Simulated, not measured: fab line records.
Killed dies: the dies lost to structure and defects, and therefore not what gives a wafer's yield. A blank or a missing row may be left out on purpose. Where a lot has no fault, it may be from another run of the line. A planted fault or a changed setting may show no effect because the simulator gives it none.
A struck lot beside a sound one    flow sky130    42 out of 708 route steps
Sound: these wafers, L148.1, L148.2, L148.5. Struck: wafers L158.2, L158.5. (L158.3 of the same lot was not struck and is left out.) The cause comes at the end.
Each step with rows lists, per side, the tool, then ch with its chambers, then its first start. Under that, the readings that differ: sound wafers    struck wafers    difference of the means    sigmas: that difference in standard deviations of wafers without a fault.
alike: words and numbers the same on both sides, and readings whose means are apart by under 2 such deviations; not compared: readings that were withheld, readings missing a value for some wafer, numbers with overlapping values and no deviation given by the record, and bounds like >300 which may hide the same value.
Wherever a step has rows on one side only, a row that says differs or no value, or a row with sigmas, the two part there. Numbers that don't overlap but have no deviation are shown without sigmas and don't part them. Lack of a reading on every wafer of one side parts them only where that side has two or more wafers.

first, 2 steps without rows for these wafers: SKY_NWELL_PEB_08; SKY_NWELL_DEVELOP_09 (develop time 60 s).
SKY_NWELL_OVL_MEAS_10:
  sound on overlay-02, day 5 00:08; struck on overlay-02, day 7 05:39
reading            sound         struck   difference  sigmas
NWELL_00_OVL (nm)  0.4 -1.5 0.0  4.3 2.5  +3.8        +3
then, 3 steps without rows for these wafers: SKY_NWELL_IMPLANT_11; SKY_NWELL_IMPLANT_12; SKY_NWELL_IMPLANT_13.
SKY_NWELL_STRIP_14: strips in O2/N2.
  sound on plasmaAsher-04 ch 0,1, day 5 00:38; struck on plasmaAsher-04 ch 0,1, day 7 06:08
  alike: drypumpMotorCurrentA, oesProductAu, stripTimeToEndpointS
  not compared: rfHoursCounterH
SKY_NWELL_TW_MEAS_15:
  sound on filmMetro-04, day 5 00:44; struck on filmMetro-03, day 7 06:14
  alike: NWELL_TW
then, 4 steps without rows for these wafers: SKY_NWELL_DEHYDRATE_16 (time 60 s); SKY_NWELL_HMDS_17 (prime time 60 s); SKY_NWELL_COAT_18 (resist thk 3000 nm); SKY_NWELL_SOFTBAKE_19.
SKY_NWELL_EXPOSE_20: exposes mask NWM COMPLEMENT, target cd 840 nm.
  sound on ilineStepper-02 ch 0, day 5 09:55; struck on ilineStepper-02 ch 0, day 7 16:35
  alike: mask, reticleTempC
then, 2 steps without rows for these wafers: SKY_NWELL_PEB_21; SKY_NWELL_DEVELOP_22 (develop time 60 s).
SKY_NWELL_OVL_MEAS_23:
  sound on overlay-02, day 5 18:17; struck on overlay-02, day 8 01:06
  alike: NWELL_01_OVL
after that, 1 step had no rows for these wafers: SKY_NWELL_IMPLANT_24.
SKY_NWELL_STRIP_25: strips in O2/N2.
  sound on plasmaAsher-04 ch 0,1, day 5 18:28; struck on plasmaAsher-04 ch 0,1, day 8 01:17
  alike: drypumpMotorCurrentA, oesProductAu, stripTimeToEndpointS
  not compared: rfHoursCounterH
SKY_NWELL_TW_MEAS_26:
  sound on filmMetro-04, day 5 18:34; struck on filmMetro-02, day 8 01:23
  alike: NWELL_2_TW
then, 1 step without rows for these wafers: SKY_NWELL_CLEAN_27 (cleans in SC1/SC2, time 150 s).
SKY_NWELL_RTA_28: time 30 s.
  sound on rtpAnneal-02 ch 0, day 5 18:41; struck on rtpAnneal-02 ch 0, day 8 01:31
  alike: lampPowerPct, wafer_temp_C_max
SKY_NWELL_RS_MEAS_29: uses a four-point probe to measure.
  sound on filmMetro-04, day 5 18:47; struck on filmMetro-03, day 8 01:37
  alike: NWELL_RS
SKY_NWELL_RS_MEAS_31: uses a four-point probe to measure.
  sound on filmMetro-04, day 5 19:01; struck on filmMetro-03, day 8 01:51
  alike: PWDE_RS
then, 7 steps without rows for these wafers: SKY_VT_ADJUST_HVTP_DEHYDRATE_00 (time 60 s); SKY_VT_ADJUST_HVTP_HMDS_01 (prime time 60 s); SKY_VT_ADJUST_HVTP_COAT_02 (resist thk 1140 nm); SKY_VT_ADJUST_HVTP_SOFTBAKE_03 (time 60 s); SKY_VT_ADJUST_HVTP_EXPOSE_04 (exposes mask HVTPM, target cd 380 nm); SKY_VT_ADJUST_HVTP_PEB_05; SKY_VT_ADJUST_HVTP_DEVELOP_06 (develop time 60 s).
SKY_VT_ADJUST_HVTP_CD_MEAS_07: the cd target is 380 nm.
  sound on cdSem-02, day 6 13:24; struck on cdSem-02, day 8 22:14
  alike: cdNm
SKY_VT_ADJUST_HVTP_OVL_MEAS_08:
  sound on overlay-02, day 6 13:31; struck on overlay-02, day 8 22:20
  alike: VT_ADJUST_HVTP_OVL
after that, 1 step had no rows for these wafers: SKY_VT_ADJUST_HVTP_IMPLANT_09.
SKY_VT_ADJUST_HVTP_STRIP_10: strips in O2/N2.
  sound on plasmaAsher-03 ch 0,1, day 6 13:42; struck on plasmaAsher-03 ch 0, day 8 22:31
  alike: drypumpMotorCurrentA, oesProductAu, stripTimeToEndpointS
  not compared: rfHoursCounterH
SKY_VT_ADJUST_HVTP_TW_MEAS_11:
  sound on filmMetro-01, day 6 13:48; struck on filmMetro-03, day 8 22:38
  alike: VT_ADJUST_HVTP_TW
then, 6 steps without rows for these wafers: SKY_VT_ADJUST_LVTN_DEHYDRATE_00 (time 60 s); SKY_VT_ADJUST_LVTN_HMDS_01 (prime time 60 s); SKY_VT_ADJUST_LVTN_COAT_02 (resist thk 3000 nm); SKY_VT_ADJUST_LVTN_SOFTBAKE_03; SKY_VT_ADJUST_LVTN_EXPOSE_04 (exposes mask NWM COMPLEMENT LESS NATIVE, target cd 840 nm); SKY_VT_ADJUST_LVTN_PEB_05.
-- record jumps: 40 days separate the struck wafers' starts on either side; left off in module VT_ADJUST_LVTN, taken up again in module PAD_OPEN, whose first shown step is the route's number 708 --
SKY_PAD_OPEN_PROBE_99:
  sound on prober-01, day 46 09:52; struck on prober-02, day 48 15:41
reading                               sound              struck       difference  sigmas
model.etest.resIsoPwell.widthNm (nm)  2670 2650 2666     2716 2705    +48         
model.etest.resNwell.widthNm (nm)     824.2 827.7 827.9  816.1 815.9  -10.6       
  alike: killed_at_M0_to_M3, killed_at_M4_up, killedAtContacts, killedAtFrontEnd, killedAtOther, killedDies, killedOpen, killedShort

WHERE THEY PART
Only at SKY_NWELL_OVL_MEAS_10, as far as this record shows. Later steps at which nothing parts them and some readings are alike: SKY_NWELL_STRIP_14, SKY_NWELL_TW_MEAS_15, SKY_NWELL_EXPOSE_20, SKY_NWELL_OVL_MEAS_23, SKY_NWELL_STRIP_25, SKY_NWELL_TW_MEAS_26, SKY_NWELL_RTA_28, SKY_NWELL_RS_MEAS_29, SKY_NWELL_RS_MEAS_31, SKY_VT_ADJUST_HVTP_CD_MEAS_07, SKY_VT_ADJUST_HVTP_OVL_MEAS_08, SKY_VT_ADJUST_HVTP_STRIP_10, SKY_VT_ADJUST_HVTP_TW_MEAS_11, SKY_PAD_OPEN_PROBE_99.

WHY: the cause the simulator had injected
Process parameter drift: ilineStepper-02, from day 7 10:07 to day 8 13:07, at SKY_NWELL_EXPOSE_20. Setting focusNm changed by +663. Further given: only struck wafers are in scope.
